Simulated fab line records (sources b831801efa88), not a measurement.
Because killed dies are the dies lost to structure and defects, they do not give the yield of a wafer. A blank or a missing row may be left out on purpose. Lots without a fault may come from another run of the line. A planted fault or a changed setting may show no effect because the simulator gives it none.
fab line records | flow sky130 | part 1 of 2: steps 1 to 24 of 33
record lots=5 | wafers=15 | last_day=50
route steps=708 shown VIA1@470 METAL2@483
lots with no fault: from the same line, run without faults
start_h: the number of hours between the record's first day and the start of the first shown wafer of the lot | wait_h: hours from the lot's prior step to this one | " identical to the entry in the row above | L1.1+2: one row covering several wafers at once | - value missing, or start not given | * or withheld: withheld | < > ~ a bound
route shown NAME@n: names a module that has steps shown in the file, with the first one's number in the route | usual: mean/standard deviation of fault-free wafers | same: alike in all rows | chamber/n: place in a boat | sites: the reading at each site | _std_site: their standard deviation | _edge_site: mean of outer sites minus mean of inner sites | radius_mm: for every site, how far away it sits from the centre of the wafer | mask NAME#n: copy n | behind: the most recent tool/chamber to have shaped the wafer | hold: why the lot was held/for how many hours/how that ended | device: the n, p or np transistor that did not switch | end of line: tests of these same wafers at the route's end | a step without rows: its recipe alone | killed: dies that structure and defects cost at the first sort, which is not the same as the wafer's yield | map: the dies of a wafer, with x for killed, . for not killed, _ for no die there
set.NAME: the setting the step ran with; set.NAME@STEP: the setting that earlier step ran with | model.NAME: the simulator's own value behind a step, which no gauge read
a table for each step, a row for each wafer; lots at some steps of the route
services: a tool's chamber out of use, with start hour (start_h, from the record's first day; less than 0 if before it), hours out, and reason
## steps
# step SKY_VIA1_CD_MEAS_12
# recipe target_cd_nm=150
# usual cd_nm=150.4/1.2
lot.wafer | tool      | chamber | start_h | wait_h | cd_nm
L074.4    | cd_sem-01 | -       | 808.08  | -      | 150.9
L074.5    | "         | -       | "       | "      | 147.9
L074.6    | "         | -       | "       | "      | 150.6
L083.1    | cd_sem-02 | -       | 877.84  | -      | 150.2
L083.3    | "         | -       | "       | "      | 150.8
L083.6    | "         | -       | "       | "      | 149.8
L086.1    | cd_sem-01 | -       | 887.69  | -      | 151.1
L086.2    | "         | -       | "       | "      | 150.2
L086.6    | "         | -       | "       | "      | 149.3
L088.1    | cd_sem-01 | -       | 909.81  | -      | 148.2
L088.4    | "         | -       | "       | "      | 149.6
L088.5    | "         | -       | "       | "      | 149.4
L097.1    | cd_sem-02 | -       | 953.76  | -      | 148.4
L097.4    | "         | -       | "       | "      | 147.3
L097.5    | "         | -       | "       | "      | 148.7
# step SKY_VIA1_OVL_MEAS_13
# usual VIA1_OVL=2/5.8
lot.wafer | tool       | chamber | start_h | wait_h | VIA1_OVL[nm]
L074.4    | overlay-01 | -       | 808.16  | 0.1    | 6
L074.5    | "          | -       | "       | "      | 5
L074.6    | "          | -       | "       | "      | 2
L083.1    | overlay-01 | -       | 877.96  | 0.1    | -1
L083.3    | "          | -       | "       | "      | -1
L083.6    | "          | -       | "       | "      | -4
L086.1    | overlay-02 | -       | 887.81  | 0.1    | 10
L086.2    | "          | -       | "       | "      | 10
L086.6    | "          | -       | "       | "      | 6
L088.1    | overlay-02 | -       | 909.93  | 0.1    | 2
L088.4    | "          | -       | "       | "      | 6
L088.5    | "          | -       | "       | "      | 13
L097.1    | overlay-01 | -       | 953.88  | 0.1    | 8
L097.4    | "          | -       | "       | "      | 9
L097.5    | "          | -       | "       | "      | 1
# step SKY_VIA1_ETCH_14
# recipe chemistry=N2/H2 | target=BARC | ion_energy_ev=200 | source_w=500 | bias_w=100 | pressure_mtorr=30 | n2_flow_sccm=100 | h2_flow_sccm=200 | stop_on=SiO2 | time_s=45.9 | target_depth_a=600
# usual drypump_motor_current_A=5.7/0.37 | oes_product_au=0.855/0.005 | throttle_valve_pct=13.225/0.0082
lot.wafer | tool        | chamber | start_h | wait_h | drypump_motor_current_A | oes_product_au | rf_hours_counter_h | throttle_valve_pct
L074.4    | rie_diel-02 | 3       | 808.20  | 0.0    | 5.2                     | 0.858          | -                  | 13.226
L074.5    | "           | 2       | "       | "      | 5.2                     | 0.855          | -                  | 13.210
L074.6    | "           | 1       | "       | "      | 6.5                     | 0.858          | -                  | 13.209
L083.1    | rie_diel-02 | 2       | 878.00  | 0.0    | 5.1                     | 0.863          | 17                 | 13.238
L083.3    | "           | 0       | "       | "      | 5.4                     | 0.855          | 4                  | 13.230
L083.6    | "           | 3       | "       | "      | 5.3                     | 0.856          | -                  | 13.234
L086.1    | rie_diel-01 | 3       | 887.85  | 0.0    | 5.7                     | 0.861          | 13                 | 13.234
L086.2    | "           | 2       | "       | "      | 6.0                     | 0.850          | 12                 | 13.224
L086.6    | "           | 3       | "       | "      | 5.8                     | 0.856          | -                  | 13.226
L088.1    | rie_diel-01 | 0       | 909.96  | 0.0    | 5.4                     | 0.849          | 17                 | 13.232
L088.4    | "           | 2       | "       | "      | 6.0                     | 0.865          | 13                 | 13.222
L088.5    | "           | 1       | "       | "      | 6.2                     | 0.860          | -                  | 13.208
L097.1    | rie_diel-02 | 3       | 953.91  | 0.0    | 5.3                     | 0.855          | 9                  | 13.226
L097.4    | "           | 1       | "       | "      | 6.5                     | 0.858          | -                  | 13.219
L097.5    | "           | 3       | "       | "      | 5.2                     | 0.858          | -                  | 13.222
# step SKY_VIA1_ETCH_15
# recipe target=SiO2 | chemistry=C4F8/O2/Ar | target_depth_nm=351 | stop_on=TiN | mask_material=KrF-thick | source_w=1500 | bias_w=1200 | pressure_mtorr=40 | c4f8_flow_sccm=withheld | O2_flow_sccm=6 | Ar_flow_sccm=300 | time_s=54
# usual oes_product_au=0.982/0.006
lot.wafer | tool        | chamber | start_h | wait_h | oes_product_au | rf_hours_counter_h
L074.4    | rie_diel-02 | 3       | 808.24  | 0.0    | 0.979          | -
L074.5    | "           | 2       | "       | "      | 0.968          | -
L074.6    | "           | 1       | "       | "      | 0.979          | -
L083.1    | rie_diel-02 | 2       | 878.04  | 0.0    | 0.976          | 17
L083.3    | "           | 0       | "       | "      | 0.979          | 4
L083.6    | "           | 3       | "       | "      | 0.987          | -
L086.1    | rie_diel-01 | 3       | 887.89  | 0.0    | 0.977          | 13
L086.2    | "           | 2       | "       | "      | 0.977          | 12
L086.6    | "           | 3       | "       | "      | 0.980          | -
L088.1    | rie_diel-01 | 0       | 910.00  | 0.0    | 0.989          | 17
L088.4    | "           | 2       | "       | "      | 0.985          | 13
L088.5    | "           | 1       | "       | "      | 0.976          | -
L097.1    | rie_diel-02 | 3       | 953.96  | 0.0    | 0.982          | 9
L097.4    | "           | 1       | "       | "      | 0.982          | -
L097.5    | "           | 3       | "       | "      | 0.981          | -
# step SKY_VIA1_STRIP_16
# recipe chemistry=O2/N2 | power_w=1400 | pressure_mtorr=1500 | platen_temp_c=withheld | o2_flow_sccm=3000 | n2_flow_sccm=300 | overash_fraction=0.5
# usual drypump_motor_current_A=5.9/0.51 | o2_flow_sccm=3000/9.1 | oes_product_au=0.416/0.0045 | strip_time_to_endpoint_s=4.461/0.023
lot.wafer | tool            | chamber | start_h | wait_h | drypump_motor_current_A | o2_flow_sccm | oes_product_au | rf_hours_counter_h | strip_time_to_endpoint_s
L074.4    | plasma_asher-02 | 1       | 808.30  | 0.0    | 5.7                     | 3019         | 0.418          | -                  | 4.451
L074.5    | "               | 1       | "       | "      | 5.7                     | 3001         | 0.422          | -                  | 4.431
L074.6    | "               | 0       | "       | "      | 6.7                     | 2999         | 0.419          | -                  | 4.482
L083.1    | plasma_asher-02 | 0       | 878.09  | 0.0    | 6.7                     | 3001         | 0.418          | 74                 | 4.460
L083.3    | "               | 0       | "       | "      | 6.7                     | 3008         | 0.418          | -                  | 4.435
L083.6    | "               | 1       | "       | "      | 5.7                     | 3005         | 0.408          | -                  | 4.466
L086.1    | plasma_asher-03 | 0       | 887.94  | 0.0    | 6.2                     | 2990         | 0.421          | 14                 | 4.469
L086.2    | "               | 1       | "       | "      | 5.6                     | 3013         | 0.417          | 14                 | 4.470
L086.6    | "               | 0       | "       | "      | 6.2                     | 3000         | 0.417          | -                  | 4.494
L088.1    | plasma_asher-04 | 1       | 910.05  | 0.0    | 5.9                     | 3006         | 0.413          | 109                | 4.468
L088.4    | "               | 0       | "       | "      | 5.0                     | 2986         | 0.423          | -                  | 4.468
L088.5    | "               | 1       | "       | "      | 5.9                     | 2998         | 0.421          | -                  | 4.470
L097.1    | plasma_asher-03 | 0       | 954.00  | 0.0    | 6.2                     | 3000         | 0.426          | 21                 | 4.460
L097.4    | "               | 0       | "       | "      | 6.2                     | 2995         | 0.412          | -                  | 4.473
L097.5    | "               | 0       | "       | "      | 6.2                     | 2997         | 0.415          | -                  | 4.444
# step SKY_VIA1_STRIP_17
# recipe chemistry=post_etch_residue_remover | time_s=1200 | temp_c=72.5
lot.wafer  | tool         | chamber | start_h | wait_h
L074.4+5+6 | wet_bench-02 | 0       | 808.36  | 0.0
L083.1+3+6 | wet_bench-04 | 2       | 878.19  | 0.1
L086.1+2+6 | wet_bench-04 | 0       | 888.04  | 0.1
L088.1+4+5 | wet_bench-04 | 2       | 910.15  | 0.1
L097.1+4+5 | wet_bench-04 | 0       | 954.10  | 0.1
# step SKY_VIA1_CLEAN_18
# recipe chemistry=IPA | time_s=180 | temp_c=25
lot.wafer  | tool         | chamber | start_h | wait_h
L074.4+5+6 | wet_bench-03 | 2       | 808.70  | 0.0
L083.1+3+6 | wet_bench-03 | 2       | 878.56  | 0.0
L086.1+2+6 | wet_bench-03 | 3       | 888.41  | 0.0
L088.1+4+5 | wet_bench-03 | 2       | 910.49  | 0.0
L097.1+4+5 | wet_bench-03 | 0       | 954.44  | 0.0
# step SKY_VIA1_CLEAN_19
# recipe chemistry=O3/DIW | dry=n2_spin
lot.wafer  | tool         | chamber | start_h | wait_h
L074.4+5+6 | wet_bench-04 | 1       | 808.76  | 0.0
L083.1+3+6 | wet_bench-02 | 2       | 878.62  | 0.0
L086.1+2+6 | wet_bench-02 | 1       | 888.47  | 0.0
L088.1+4+5 | wet_bench-02 | 2       | 910.55  | 0.0
L097.1+4+5 | wet_bench-04 | 1       | 954.50  | 0.0
# step SKY_VIA1_SPUTTER_20
# recipe material=TiN | target_thk_nm=20 | chamber_pressure_pa=5 | power_w=4000 | time_s=80
# usual cathode_dc_power_W=4000.1/0.68 | throttle_valve_pct=29.7/1.1
lot.wafer | tool           | chamber | start_h | wait_h | cathode_dc_power_W | throttle_valve_pct
L074.4    | pvd_sputter-02 | -       | 808.85  | 0.0    | 4002.4             | 27.6
L074.5    | "              | -       | "       | "      | 3999.4             | 30.1
L074.6    | "              | -       | "       | "      | 4001.1             | 27.5
L083.1    | pvd_sputter-01 | -       | 878.80  | 0.0    | 4000.1             | 30.0
L083.3    | "              | -       | "       | "      | 3999.0             | 31.7
L083.6    | "              | -       | "       | "      | 3999.6             | 32.0
L086.1    | pvd_sputter-01 | -       | 888.65  | 0.0    | 3999.7             | 30.0
L086.2    | "              | -       | "       | "      | 4000.7             | 30.2
L086.6    | "              | -       | "       | "      | 3999.4             | 29.5
L088.1    | pvd_sputter-01 | -       | 910.95  | 0.0    | 4000.0             | 32.0
L088.4    | "              | -       | "       | "      | 4001.3             | 30.3
L088.5    | "              | -       | "       | "      | 3999.5             | 29.2
L097.1    | pvd_sputter-01 | -       | 954.59  | 0.0    | 4000.3             | 32.2
L097.4    | "              | -       | "       | "      | 4001.0             | 29.2
L097.5    | "              | -       | "       | "      | 3999.8             | 29.6
# step SKY_VIA1_CVD_21
# recipe material=W | target_thk_nm=270 | time_s=80.902 | temp_c=400 | pressure_torr=40
# usual heater_power_outer_w=485/20 | heater_power_w=812/40
lot.wafer | tool     | chamber | start_h | wait_h | heater_power_outer_w | heater_power_w
L074.4    | cvd_w-01 | 0       | 808.95  | 0.1    | 478                  | 837
L074.5    | "        | 1       | "       | "      | 475                  | 767
L074.6    | "        | 0       | "       | "      | 478                  | 829
L083.1    | cvd_w-01 | 1       | 878.86  | 0.0    | 478                  | 765
L083.3    | "        | 0       | "       | "      | 478                  | 817
L083.6    | "        | 1       | "       | "      | 473                  | 769
L086.1    | cvd_w-01 | 0       | 888.72  | 0.0    | 478                  | 833
L086.2    | "        | 1       | "       | "      | 475                  | 757
L086.6    | "        | 0       | "       | "      | 488                  | 853
L088.1    | cvd_w-01 | 1       | 911.01  | 0.0    | 476                  | 750
L088.4    | "        | 1       | "       | "      | 464                  | 755
L088.5    | "        | 0       | "       | "      | 483                  | 843
L097.1    | cvd_w-02 | 0       | 954.65  | 0.0    | 492                  | 828
L097.4    | "        | 1       | "       | "      | 463                  | 792
L097.5    | "        | 1       | "       | "      | 474                  | 799
# step SKY_VIA1_RS_MEAS_22
# recipe thk_meas_gauge=four-point-probe | reads=W_of_VIA1_CVD_21+TiN_of_VIA1_SPUTTER_20
# usual VIA1_W_RS=0.427/0.005
lot.wafer | tool          | chamber | start_h | wait_h | VIA1_W_RS[ohm/sq]
L074.4    | film_metro-03 | -       | 809.07  | 0.1    | 0.429
L074.5    | "             | -       | "       | "      | 0.430
L074.6    | "             | -       | "       | "      | 0.425
L083.1    | film_metro-01 | -       | 878.96  | 0.1    | 0.425
L083.3    | "             | -       | "       | "      | 0.427
L083.6    | "             | -       | "       | "      | 0.425
L086.1    | film_metro-02 | -       | 888.81  | 0.1    | 0.429
L086.2    | "             | -       | "       | "      | 0.429
L086.6    | "             | -       | "       | "      | 0.436
L088.1    | film_metro-01 | -       | 911.11  | 0.1    | 0.420
L088.4    | "             | -       | "       | "      | 0.423
L088.5    | "             | -       | "       | "      | 0.420
L097.1    | film_metro-02 | -       | 954.75  | 0.1    | 0.431
L097.4    | "             | -       | "       | "      | 0.426
L097.5    | "             | -       | "       | "      | 0.435
# step SKY_VIA1_THK_MEAS_23
# recipe thk_meas_gauge=xrf | reads=W_of_VIA1_CVD_21
# usual VIA1_W_THK=268/3.5
lot.wafer | tool          | chamber | start_h | wait_h | VIA1_W_THK[nm]
L074.4    | film_metro-03 | -       | 809.16  | 0.1    | 268
L074.5    | "             | -       | "       | "      | 268
L074.6    | "             | -       | "       | "      | 271
L083.1    | film_metro-01 | -       | 879.08  | 0.1    | 271
L083.3    | "             | -       | "       | "      | 269
L083.6    | "             | -       | "       | "      | 270
L086.1    | film_metro-02 | -       | 888.93  | 0.1    | 264
L086.2    | "             | -       | "       | "      | 264
L086.6    | "             | -       | "       | "      | 259
L088.1    | film_metro-01 | -       | 911.23  | 0.1    | 271
L088.4    | "             | -       | "       | "      | 272
L088.5    | "             | -       | "       | "      | 271
L097.1    | film_metro-02 | -       | 954.87  | 0.1    | 267
L097.4    | "             | -       | "       | "      | 268
L097.5    | "             | -       | "       | "      | 262
# step SKY_VIA1_CMP_24
# recipe stop_on=SiO2 | t_overpolish_s=15 | down_force_psi=3.5 | platen_rpm=60 | target_thk_nm=0 | pad_velocity_m_s=0.94248
# usual motor_current_A=11.0/1.3 | overpolish_run_s=15.000/0.0093 | time_to_endpoint_s=63.0/2.3
lot.wafer | tool   | chamber | start_h | wait_h | motor_current_A | overpolish_run_s | time_to_endpoint_s
L074.4    | cmp-01 | 2       | 809.34  | 0.2    | 11.2            | 14.992           | 61.3
L074.5    | "      | 3       | "       | "      | 12.7            | 15.002           | 62.5
L074.6    | "      | 0       | "       | "      | 9.7             | 14.995           | 58.7
L083.3    | cmp-01 | 2       | 879.24  | 0.1    | 11.8            | 15.009           | 60.6
L083.1    | "      | 3       | "       | "      | 13.0            | 15.013           | 60.0
L083.6    | "      | 0       | "       | "      | 8.9             | 15.006           | 61.9
L086.2    | cmp-02 | 1       | 889.09  | 0.1    | 10.8            | 15.017           | 60.9
L086.1    | "      | 2       | "       | "      | 9.9             | 15.000           | 61.0
L086.6    | "      | 3       | "       | "      | 11.3            | 15.004           | 61.4
L088.1    | cmp-01 | 0       | 911.29  | 0.1    | 9.3             | 14.991           | 64.2
L088.4    | "      | 3       | "       | "      | 13.4            | 15.002           | 64.4
L088.5    | "      | 0       | "       | "      | 9.2             | 15.001           | 66.4
L097.4    | cmp-02 | 3       | 954.93  | 0.0    | 11.8            | 14.998           | 64.3
L097.1    | "      | 0       | "       | "      | 10.2            | 15.006           | 58.9
L097.5    | "      | 3       | "       | "      | 11.5            | 15.011           | 61.7
# step SKY_METAL2_SPUTTER_00
# recipe material=Ti | target_thk_nm=15 | power_w=3000 | time_s=10 | chamber_pressure_pa=0.4
# usual cathode_dc_power_W=3000.1/0.53 | throttle_valve_pct=29.9/1
lot.wafer | tool           | chamber | start_h | wait_h | cathode_dc_power_W | throttle_valve_pct
L074.4    | pvd_sputter-03 | -       | 809.49  | 0.1    | 2999.4             | 30.5
L074.5    | "              | -       | "       | "      | 2999.9             | 31.1
L074.6    | "              | -       | "       | "      | 3000.3             | 29.5
L083.1    | pvd_sputter-03 | -       | 879.44  | 0.1    | 3000.3             | 31.4
L083.3    | "              | -       | "       | "      | 2999.2             | 30.2
L083.6    | "              | -       | "       | "      | 3000.6             | 29.4
L086.1    | pvd_sputter-01 | -       | 889.29  | 0.1    | 3000.3             | 29.6
L086.2    | "              | -       | "       | "      | 3000.6             | 29.9
L086.6    | "              | -       | "       | "      | 3000.5             | 30.0
L088.1    | pvd_sputter-02 | -       | 911.59  | 0.2    | 2999.8             | 29.1
L088.4    | "              | -       | "       | "      | 3000.2             | 30.2
L088.5    | "              | -       | "       | "      | 2999.9             | 29.1
L097.1    | pvd_sputter-01 | -       | 955.23  | 0.2    | 3000.8             | 29.7
L097.4    | "              | -       | "       | "      | 3000.1             | 29.4
L097.5    | "              | -       | "       | "      | 2999.9             | 29.5
# step SKY_METAL2_SPUTTER_01
# recipe material=TiN | target_thk_nm=20 | power_w=6500 | time_s=16.7 | chamber_pressure_pa=0.4
# usual cathode_dc_power_W=6500.2/1.2 | throttle_valve_pct=29.9/1
lot.wafer | tool           | chamber | start_h | wait_h | cathode_dc_power_W | throttle_valve_pct
L074.4    | pvd_sputter-03 | -       | 809.51  | 0.0    | 6501.7             | 30.4
L074.5    | "              | -       | "       | "      | 6500.6             | 31.0
L074.6    | "              | -       | "       | "      | 6501.5             | 30.0
L083.1    | pvd_sputter-03 | -       | 879.46  | 0.0    | 6501.6             | 31.3
L083.3    | "              | -       | "       | "      | 6500.7             | 30.2
L083.6    | "              | -       | "       | "      | 6497.9             | 29.4
L086.1    | pvd_sputter-01 | -       | 889.32  | 0.0    | 6498.8             | 29.5
L086.2    | "              | -       | "       | "      | 6501.1             | 30.0
L086.6    | "              | -       | "       | "      | 6500.3             | 30.0
L088.1    | pvd_sputter-02 | -       | 911.61  | 0.0    | 6500.3             | 28.9
L088.4    | "              | -       | "       | "      | 6499.9             | 30.1
L088.5    | "              | -       | "       | "      | 6498.5             | 29.0
L097.1    | pvd_sputter-01 | -       | 955.25  | 0.0    | 6500.0             | 29.9
L097.4    | "              | -       | "       | "      | 6500.1             | 29.3
L097.5    | "              | -       | "       | "      | 6500.6             | 29.6
# step SKY_METAL2_SPUTTER_02
# recipe material=AlCu | target_thk_nm=250 | power_w=10600 | time_s=13.3 | chamber_pressure_pa=0.4
# usual cathode_dc_power_W=10600/2 | throttle_valve_pct=29.9/1
lot.wafer | tool           | chamber | start_h | wait_h | cathode_dc_power_W | throttle_valve_pct
L074.4    | pvd_sputter-03 | -       | 809.54  | 0.0    | 10600              | 30.2
L074.5    | "              | -       | "       | "      | 10596              | 31.4
L074.6    | "              | -       | "       | "      | 10601              | 29.6
L083.1    | pvd_sputter-03 | -       | 879.48  | 0.0    | 10600              | 31.2
L083.3    | "              | -       | "       | "      | 10602              | 30.1
L083.6    | "              | -       | "       | "      | 10602              | 29.6
L086.1    | pvd_sputter-01 | -       | 889.34  | 0.0    | 10598              | 29.4
L086.2    | "              | -       | "       | "      | 10601              | 30.0
L086.6    | "              | -       | "       | "      | 10599              | 30.2
L088.1    | pvd_sputter-02 | -       | 911.63  | 0.0    | 10599              | 29.1
L088.4    | "              | -       | "       | "      | 10602              | 29.8
L088.5    | "              | -       | "       | "      | 10597              | 29.1
L097.1    | pvd_sputter-01 | -       | 955.28  | 0.0    | 10603              | 29.8
L097.4    | "              | -       | "       | "      | 10599              | 29.4
L097.5    | "              | -       | "       | "      | 10600              | 29.2
# step SKY_METAL2_SPUTTER_03
# recipe material=Ti | target_thk_nm=5 | power_w=3000 | time_s=3.3 | chamber_pressure_pa=0.4
# usual cathode_dc_power_W=3000.0/0.53 | throttle_valve_pct=29.9/1
lot.wafer | tool           | chamber | start_h | wait_h | cathode_dc_power_W | throttle_valve_pct
L074.4    | pvd_sputter-03 | -       | 809.56  | 0.0    | 2999.2             | 30.3
L074.5    | "              | -       | "       | "      | 3000.1             | 31.4
L074.6    | "              | -       | "       | "      | 2999.9             | 29.5
L083.1    | pvd_sputter-03 | -       | 879.51  | 0.0    | 3000.4             | 31.4
L083.3    | "              | -       | "       | "      | 2999.7             | 30.2
L083.6    | "              | -       | "       | "      | 3000.1             | 29.6
L086.1    | pvd_sputter-01 | -       | 889.37  | 0.0    | 2999.9             | 29.5
L086.2    | "              | -       | "       | "      | 2999.6             | 29.8
L086.6    | "              | -       | "       | "      | 2999.9             | 30.1
L088.1    | pvd_sputter-02 | -       | 911.66  | 0.0    | 3000.0             | 29.2
L088.4    | "              | -       | "       | "      | 2998.6             | 30.0
L088.5    | "              | -       | "       | "      | 3001.5             | 29.3
L097.1    | pvd_sputter-01 | -       | 955.30  | 0.0    | 3000.2             | 30.1
L097.4    | "              | -       | "       | "      | 3000.3             | 29.6
L097.5    | "              | -       | "       | "      | 3000.3             | 29.5
# step SKY_METAL2_SPUTTER_04
# recipe material=TiN | target_thk_nm=70 | power_w=6500 | time_s=58.3 | chamber_pressure_pa=0.4
# usual cathode_dc_power_W=6500.1/1.1 | throttle_valve_pct=29.8/1
lot.wafer | tool           | chamber | start_h | wait_h | cathode_dc_power_W | throttle_valve_pct
L074.4    | pvd_sputter-03 | -       | 809.58  | 0.0    | 6500.4             | 30.4
L074.5    | "              | -       | "       | "      | 6499.7             | 31.1
L074.6    | "              | -       | "       | "      | 6500.4             | 29.4
L083.1    | pvd_sputter-03 | -       | 879.53  | 0.0    | 6500.4             | 31.4
L083.3    | "              | -       | "       | "      | 6501.4             | 30.1
L083.6    | "              | -       | "       | "      | 6498.0             | 29.5
L086.1    | pvd_sputter-01 | -       | 889.39  | 0.0    | 6500.9             | 29.4
L086.2    | "              | -       | "       | "      | 6500.3             | 29.6
L086.6    | "              | -       | "       | "      | 6501.7             | 30.0
L088.1    | pvd_sputter-02 | -       | 911.68  | 0.0    | 6500.1             | 29.1
L088.4    | "              | -       | "       | "      | 6499.0             | 30.2
L088.5    | "              | -       | "       | "      | 6501.3             | 29.1
L097.1    | pvd_sputter-01 | -       | 955.32  | 0.0    | 6501.1             | 30.0
L097.4    | "              | -       | "       | "      | 6499.9             | 29.3
L097.5    | "              | -       | "       | "      | 6499.8             | 29.5
# step SKY_METAL2_RS_MEAS_05
# recipe thk_meas_gauge=four-point-probe | reads=TiN_of_METAL2_SPUTTER_04+Ti_of_METAL2_SPUTTER_03+AlCu_of_METAL2_SPUTTER_02+TiN_of_METAL2_SPUTTER_01+Ti_of_METAL2_SPUTTER_00
# usual METAL2_ALCU_RS=0.1258/0.0012
lot.wafer | tool          | chamber | start_h | wait_h | METAL2_ALCU_RS[ohm/sq]
L074.4    | film_metro-04 | -       | 809.69  | 0.1    | 0.1257
L074.5    | "             | -       | "       | "      | 0.1250
L074.6    | "             | -       | "       | "      | 0.1242
L083.1    | film_metro-04 | -       | 879.58  | 0.0    | 0.1256
L083.3    | "             | -       | "       | "      | 0.1248
L083.6    | "             | -       | "       | "      | 0.1251
L086.1    | film_metro-01 | -       | 889.44  | 0.0    | 0.1262
L086.2    | "             | -       | "       | "      | 0.1248
L086.6    | "             | -       | "       | "      | 0.1254
L088.1    | film_metro-02 | -       | 911.72  | 0.0    | 0.1277
L088.4    | "             | -       | "       | "      | 0.1269
L088.5    | "             | -       | "       | "      | 0.1273
L097.1    | film_metro-02 | -       | 955.37  | 0.0    | 0.1255
L097.4    | "             | -       | "       | "      | 0.1260
L097.5    | "             | -       | "       | "      | 0.1263
# step SKY_METAL2_THK_MEAS_06
# recipe thk_meas_gauge=xrf | reads=AlCu_of_METAL2_SPUTTER_02
# usual METAL2_ALCU_THK=248.6/2.5
lot.wafer | tool          | chamber | start_h | wait_h | METAL2_ALCU_THK[nm]
L074.4    | film_metro-04 | -       | 809.78  | 0.1    | 246.2
L074.5    | "             | -       | "       | "      | 249.0
L074.6    | "             | -       | "       | "      | 248.3
L083.1    | film_metro-04 | -       | 879.70  | 0.1    | 249.1
L083.3    | "             | -       | "       | "      | 251.2
L083.6    | "             | -       | "       | "      | 248.6
L086.1    | film_metro-01 | -       | 889.56  | 0.1    | 248.9
L086.2    | "             | -       | "       | "      | 250.3
L086.6    | "             | -       | "       | "      | 249.2
L088.1    | film_metro-02 | -       | 911.84  | 0.1    | 245.4
L088.4    | "             | -       | "       | "      | 246.4
L088.5    | "             | -       | "       | "      | 246.7
L097.1    | film_metro-02 | -       | 955.49  | 0.1    | 250.1
L097.4    | "             | -       | "       | "      | 248.5
L097.5    | "             | -       | "       | "      | 247.8
# step SKY_METAL2_DEHYDRATE_07
# recipe temp_c=200 | time_s=60
# usual exhaust_pa=45.0/0.92
lot.wafer | tool           | chamber | start_h | wait_h | exhaust_pa
L074.4    | litho_track-01 | 0       | 822.89  | 13.1   | 43.8
L074.5    | "              | 0       | "       | "      | 44.6
L074.6    | "              | 0       | "       | "      | 45.7
L083.1    | litho_track-04 | 0       | 891.21  | 11.5   | 44.3
L083.3    | "              | 0       | "       | "      | 45.7
L083.6    | "              | 0       | "       | "      | 46.2
L086.1    | litho_track-04 | 0       | 901.06  | 11.5   | 46.0
L086.2    | "              | 0       | "       | "      | 45.1
L086.6    | "              | 0       | "       | "      | 45.9
L088.1    | litho_track-01 | 0       | 923.42  | 11.6   | 44.9
L088.4    | "              | 0       | "       | "      | 44.5
L088.5    | "              | 0       | "       | "      | 45.5
L097.1    | litho_track-04 | 0       | 966.76  | 11.3   | 44.2
L097.4    | "              | 0       | "       | "      | 45.8
L097.5    | "              | 0       | "       | "      | 44.2
# step SKY_METAL2_HMDS_08
# recipe prime_time_s=60 | prime_temp_c=120
# usual exhaust_pa=45.1/0.78
lot.wafer | tool           | chamber | start_h | wait_h | exhaust_pa
L074.4    | litho_track-01 | 0       | 823.04  | 0.1    | 45.4
L074.5    | "              | 0       | "       | "      | 44.8
L074.6    | "              | 0       | "       | "      | 44.6
L083.1    | litho_track-04 | 0       | 891.36  | 0.1    | 44.4
L083.3    | "              | 0       | "       | "      | 44.9
L083.6    | "              | 0       | "       | "      | 43.8
L086.1    | litho_track-04 | 0       | 901.21  | 0.1    | 45.0
L086.2    | "              | 0       | "       | "      | 45.9
L086.6    | "              | 0       | "       | "      | 45.1
L088.1    | litho_track-01 | 0       | 923.57  | 0.1    | 46.8
L088.4    | "              | 0       | "       | "      | 45.4
L088.5    | "              | 0       | "       | "      | 45.4
L097.1    | litho_track-04 | 0       | 966.91  | 0.1    | 44.2
L097.4    | "              | 0       | "       | "      | 46.2
L097.5    | "              | 0       | "       | "      | 44.9
# step SKY_METAL2_COAT_09
# recipe resist=BARC | temp_c=withheld | time_s=withheld | spin_rpm=3000 | resist_thk_nm=60
# usual exhaust_pa=45.0/0.85
lot.wafer | tool           | chamber | start_h | wait_h | exhaust_pa
L074.4    | litho_track-01 | 0       | 823.19  | 0.1    | 44.0
L074.5    | "              | 0       | "       | "      | 43.7
L074.6    | "              | 0       | "       | "      | 45.5
L083.1    | litho_track-04 | 0       | 891.51  | 0.1    | 44.3
L083.3    | "              | 0       | "       | "      | 45.5
L083.6    | "              | 0       | "       | "      | 44.1
L086.1    | litho_track-04 | 0       | 901.36  | 0.1    | 45.5
L086.2    | "              | 0       | "       | "      | 45.2
L086.6    | "              | 0       | "       | "      | 46.2
L088.1    | litho_track-01 | 0       | 923.72  | 0.1    | 44.5
L088.4    | "              | 0       | "       | "      | 43.7
L088.5    | "              | 0       | "       | "      | 44.2
L097.1    | litho_track-04 | 0       | 967.06  | 0.1    | 46.1
L097.4    | "              | 0       | "       | "      | 45.5
L097.5    | "              | 0       | "       | "      | 45.7
# step SKY_METAL2_COAT_10
# recipe resist=KrF-thick | spin_rpm=3000 | resist_thk_nm=450
# usual exhaust_pa=44.7/0.77
lot.wafer | tool           | chamber | start_h | wait_h | exhaust_pa
L074.4    | litho_track-01 | 0       | -       | -      | 44.6
L074.5    | "              | 0       | "       | "      | 44.1
L074.6    | "              | 0       | "       | "      | 44.2
L083.1    | litho_track-04 | 0       | -       | -      | 44.3
L083.3    | "              | 0       | "       | "      | 45.2
L083.6    | "              | 0       | "       | "      | 44.8
L086.1    | litho_track-04 | 0       | -       | -      | 45.2
L086.2    | "              | 0       | "       | "      | 44.9
L086.6    | "              | 0       | "       | "      | 45.2
L088.1    | litho_track-01 | 0       | -       | -      | 44.5
L088.4    | "              | 0       | "       | "      | 44.2
L088.5    | "              | 0       | "       | "      | 45.0
L097.1    | litho_track-04 | 0       | -       | -      | 44.0
L097.4    | "              | 0       | "       | "      | 43.1
L097.5    | "              | 0       | "       | "      | 43.9
